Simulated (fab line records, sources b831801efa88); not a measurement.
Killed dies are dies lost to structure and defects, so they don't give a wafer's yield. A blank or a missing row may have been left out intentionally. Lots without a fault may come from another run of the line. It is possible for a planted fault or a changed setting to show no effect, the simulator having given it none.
2 desks, one fault ; flow gf180mcu ; every desk sees just its own numbers, and what lay behind them comes last

## TOOL OWNER'S DESK, pecvd-03
The tool's own readings at GF_V4_CVD_02 (deposits SiO2 from TEOS, target thk 850 nm, time 94.851 s): means of the sampled wafers that have a number, for each lot that ran on this tool. A lot is out of limits, marked OUT, if its mean lies more than 4 standard deviations from the usual mean; the brackets give that distance.
Columns: A = heater_power_w at GF_V4_CVD_02, usual 614 W; B = rf_fwd_power_W at GF_V4_CVD_02, usual 596.7 W
lot;first seen here;A;B
L551;day 24 04:10;665;596.7
L557;day 26 07:45;593;597.1
L563;day 28 02:55;696;693.4 (+40) OUT
L564;day 28 15:34;548;692.7 (+40) OUT
This desk's verdict: out of limits on L563, L564, starting with L563 at day 28 02:55 (rf_fwd_power_W at GF_V4_CVD_02). Within limits: L551, L557.

## THE METROLOGY DESK
Means of the sampled wafers that have a number, per lot and without regard to the tool the lot ran on: this is what the gauges read. A lot is out of limits, marked OUT, if its mean lies more than 4 standard deviations from the usual mean; the brackets give that distance.
Columns: A = cd_nm at GF_V3_CD_MEAS_14, usual 259.7 nm; B = V4_CVD_02_THK at GF_V4_THK_MEAS_03, usual 845 nm
lot;first seen here;A;B
L551;day 23 03:37;261.3;836
L553;day 23 19:16;261.3;835
L554;day 24 07:31;259.5;861
L556;day 24 20:43;260.1;853
L557;day 25 08:10;261.0;846
L558;day 25 16:38;260.4;848
L563;day 27 04:22;257.8;893
L564;day 27 16:45;259.8;898
L567;day 28 11:02;261.3;845
L568;day 28 16:14;259.0;834
L569;day 28 19:13;258.2;862
L571;day 29 10:24;259.6;854
L572;day 29 18:20;259.5;844
This desk's verdict: no lot among the 13 shows anything out of limits.

## PUT TOGETHER
The tool owner's desk had the chance to raise an alarm at day 28 02:55 on L563, L564.
Metrology desk: nothing out of limits seen.
The metrology desk has L563, L564 on record, within its limits.
GF_V4_CVD_02 was run on pecvd-03 by each of the lots named.

## WHAT THE SIMULATOR PUT IN
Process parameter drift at GF_V4_CVD_02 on pecvd-03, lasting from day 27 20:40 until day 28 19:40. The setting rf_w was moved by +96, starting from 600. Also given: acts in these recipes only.
Struck lots among those shown: L563, L564.
How many hours passed from the start of the fault until each desk's first out-of-limits reading: the tool owner's desk, 6.
